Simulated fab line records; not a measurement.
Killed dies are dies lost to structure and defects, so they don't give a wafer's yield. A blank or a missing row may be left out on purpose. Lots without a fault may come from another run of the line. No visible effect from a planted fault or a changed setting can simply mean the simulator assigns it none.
Which tool was responsible? | flow sfqLine | 12 lots, 36 wafers sampled, at 5 steps of a route of 325

## WHAT EACH GAUGE READ, for each wafer
SFQ_L0_RS_MEAS_901: measures by four-point-probe. Usual: L0_MONX_KI_RS typically reads 43.5 ohm/sq, with standard deviation 0.49.
lot  | measured    | on           | L0_MONX_KI_RS (ohm/sq) | flag
L631 | day 1 12:37 | filmMetro-02 | 42.9 43.2 42.7         | 
L632 | day 1 17:34 | filmMetro-02 | 43.5 43.5 43.6         | 
L633 | day 1 22:37 | filmMetro-04 | 44.0 44.4 44.0         | 
L642 | day 3 19:36 | filmMetro-03 | 43.4 59.8 43.4         | OFF
L643 | day 4 00:36 | filmMetro-02 | 60.4 43.8 43.7         | OFF
L644 | day 4 05:44 | filmMetro-03 | 43.1 42.9 43.0         | 
L645 | day 4 10:34 | filmMetro-03 | 44.1 43.8 44.3         | 
L647 | day 4 20:36 | filmMetro-02 | 43.3 43.4 43.2         | 
L648 | day 5 01:35 | filmMetro-03 | 43.3 43.3 42.9         | 
L649 | day 5 06:37 | filmMetro-02 | 43.5 43.8 44.1         | 
L650 | day 5 11:34 | filmMetro-02 | 43.6 44.0 43.8         | 
L653 | day 6 02:35 | filmMetro-02 | 43.3 43.2 43.0         | 

SFQ_L0_THK_MEAS_902: measures by xrf. Usual: L0_MONX_KI_THK typically reads 40.2 nm, with standard deviation 0.46.
lot  | measured    | on           | L0_MONX_KI_THK (nm) | flag
L631 | day 1 12:43 | filmMetro-02 | 40.9 40.3 40.9      | 
L632 | day 1 17:41 | filmMetro-02 | 40.0 40.3 40.0      | 
L633 | day 1 22:43 | filmMetro-04 | 39.5 39.2 40.0      | 
L642 | day 3 19:42 | filmMetro-03 | 40.2 32.1 40.2      | OFF
L643 | day 4 00:42 | filmMetro-02 | 31.6 39.6 40.2      | OFF
L644 | day 4 05:51 | filmMetro-03 | 40.7 40.6 40.8      | 
L645 | day 4 10:41 | filmMetro-03 | 39.9 39.9 39.7      | 
L647 | day 4 20:42 | filmMetro-02 | 40.3 40.3 40.3      | 
L648 | day 5 01:41 | filmMetro-03 | 40.7 40.2 41.0      | 
L649 | day 5 06:43 | filmMetro-02 | 40.0 39.8 39.5      | 
L650 | day 5 11:41 | filmMetro-02 | 40.0 39.6 39.7      | 
L653 | day 6 02:41 | filmMetro-02 | 40.3 40.4 40.6      | 

SFQ_L0V_OVL_MEAS_903. Usual: L0V_OVL typically reads -1 nm, with standard deviation 6.
lot  | measured     | on         | L0V_OVL (nm) | flag
L631 | day 7 00:20  | overlay-02 | -2 1 -5      | 
L632 | day 7 06:19  | overlay-02 | 0 3 7        | 
L633 | day 7 09:56  | overlay-02 | 3 3 -5       | 
L642 | day 9 15:25  | overlay-02 | -6 -1 0      | 
L643 | day 9 20:13  | overlay-01 | -10 -12 -13  | 
L644 | day 9 21:24  | overlay-01 | 4 -2 9       | 
L645 | day 9 22:35  | overlay-01 | -8 -5 -7     | 
L647 | day 11 16:37 | overlay-02 | -9 -12 -7    | 
L648 | day 12 02:12 | overlay-01 | 4 1 2        | 
L649 | day 12 09:25 | overlay-01 | 5 4 2        | 
L650 | day 12 18:59 | overlay-02 | 1 0 0        | 
L653 | day 13 19:59 | overlay-01 | 8 1 5        | 

## TOOL THAT RAN EACH LOT (tool first, then ch and the chambers of the sampled wafers, then the start)
lot  | SFQ_TRILAYER_L0_DEP_SPUTTER_003 | SFQ_TRILAYER_L0_ETCH_METAL_ETCH_008
L631 | pvdSputter-03, day 1 12:29      | rieMetal-02 ch 0,1, day 4 05:37
L632 | pvdSputter-03, day 1 17:29      | rieMetal-01 ch 1, day 4 14:01
L633 | pvdSputter-06, day 1 22:29      | rieMetal-02 ch 0,1, day 4 17:37
L642 | pvdSputter-03, day 3 19:29      | rieMetal-02 ch 0,1, day 6 06:49
L643 | pvdSputter-03, day 4 00:29      | rieMetal-04 ch 0,1, day 6 08:01
L644 | pvdSputter-04, day 4 05:29      | rieMetal-02 ch 0,1, day 6 09:13
L645 | pvdSputter-06, day 4 10:29      | rieMetal-04 ch 0,1, day 6 10:25
L647 | pvdSputter-04, day 4 20:29      | rieMetal-01 ch 0,1, day 7 11:11
L648 | pvdSputter-04, day 5 01:29      | rieMetal-04 ch 0,1, day 7 18:23
L649 | pvdSputter-06, day 5 06:29      | rieMetal-04 ch 0,1, day 8 02:16
L650 | pvdSputter-04, day 5 11:29      | rieMetal-04 ch 0,1, day 8 07:03
L653 | pvdSputter-04, day 6 02:29      | rieMetal-01 ch 0,1, day 9 04:39
- SFQ_TRILAYER_L0_DEP_SPUTTER_003: material MoNx KI, target thk 40 nm, time 100 s.
- SFQ_TRILAYER_L0_ETCH_METAL_ETCH_008: etches MoNx KI in SF6/O2, stops on SiO2, target depth 50 nm, time 25 s.

## AS READ BY THE TOOLS THEMSELVES (means over the sampled wafers that have a number; for cases with no such wafer, the mark the record gives instead)
SFQ_TRILAYER_L0_DEP_SPUTTER_003. Usual: 30.5 % for throttleValvePct, sd 0.97.
lot  | tool          | throttleValvePct (%) | flag
L631 | pvdSputter-03 | 29.6                 | 
L632 | pvdSputter-03 | 31.0                 | 
L633 | pvdSputter-06 | 30.2                 | 
L642 | pvdSputter-03 | 30.8                 | 
L643 | pvdSputter-03 | 30.6                 | 
L644 | pvdSputter-04 | 31.5                 | 
L645 | pvdSputter-06 | 30.3                 | 
L647 | pvdSputter-04 | 31.3                 | 
L648 | pvdSputter-04 | 30.2                 | 
L649 | pvdSputter-06 | 29.8                 | 
L650 | pvdSputter-04 | 31.0                 | 
L653 | pvdSputter-04 | 30.3                 | 

SFQ_TRILAYER_L0_ETCH_METAL_ETCH_008. Usual: drypumpMotorCurrentA 6.1 A, standard deviation 0.45; oesProductAu 0.873 a.u., standard deviation 0.007.
lot  | tool        | drypumpMotorCurrentA (A) | oesProductAu (a.u.) | flag
L631 | rieMetal-02 | 5.8                      | 0.880               | 
L632 | rieMetal-01 | 5.6                      | 0.876               | 
L633 | rieMetal-02 | 5.7                      | 0.868               | 
L642 | rieMetal-02 | 5.7                      | 0.844               | OFF
L643 | rieMetal-04 | 6.5                      | 0.839               | OFF
L644 | rieMetal-02 | 5.9                      | 0.872               | 
L645 | rieMetal-04 | 6.6                      | 0.866               | 
L647 | rieMetal-01 | 5.5                      | 0.878               | 
L648 | rieMetal-04 | 6.5                      | 0.875               | 
L649 | rieMetal-04 | 6.5                      | 0.867               | 
L650 | rieMetal-04 | 6.6                      | 0.870               | 
L653 | rieMetal-01 | 5.5                      | 0.873               | 

## THE ANSWER, worked out from the rows above alone
Rule: take the mean of a lot's wafers that have a number; if it is more than 3 standard deviations from the usual mean, the lot is off. A lot without any number at a reading at which 4 lots or more have one is off too. All remaining lots with rows at the step are treated as sound. First the gauges in route order, then the tools' own readings, where a lot's mean is used as printed above. The first step at which some lot is off is used, and at that step the reading that is off furthest; a lot without a number counts as furthest.
Off: at SFQ_L0_RS_MEAS_901 (L0_MONX_KI_RS), L642, L643.
If a tool, at a process step before that reading, ran all the lots that are off and no sound lot after the first of them, it fits. The gauges at SFQ_L0_RS_MEAS_901 aren't tried: what is off there is off at SFQ_TRILAYER_L0_ETCH_METAL_ETCH_008 too, on other tools, and a gauge's error can't cause that. One fits: SFQ_TRILAYER_L0_DEP_SPUTTER_003 on pvdSputter-03. A fault onset in the window from L632 (day 1 17:29, its last sound lot) to L642 (day 3 19:29, its first lot off) fits.

## WHAT THE SIMULATOR PUT IN
Site profile drift: pvdSputter-03, from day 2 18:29 on, at SFQ_TRILAYER_L0_DEP_SPUTTER_003. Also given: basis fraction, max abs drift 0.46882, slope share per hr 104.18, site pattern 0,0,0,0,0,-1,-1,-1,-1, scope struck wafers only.
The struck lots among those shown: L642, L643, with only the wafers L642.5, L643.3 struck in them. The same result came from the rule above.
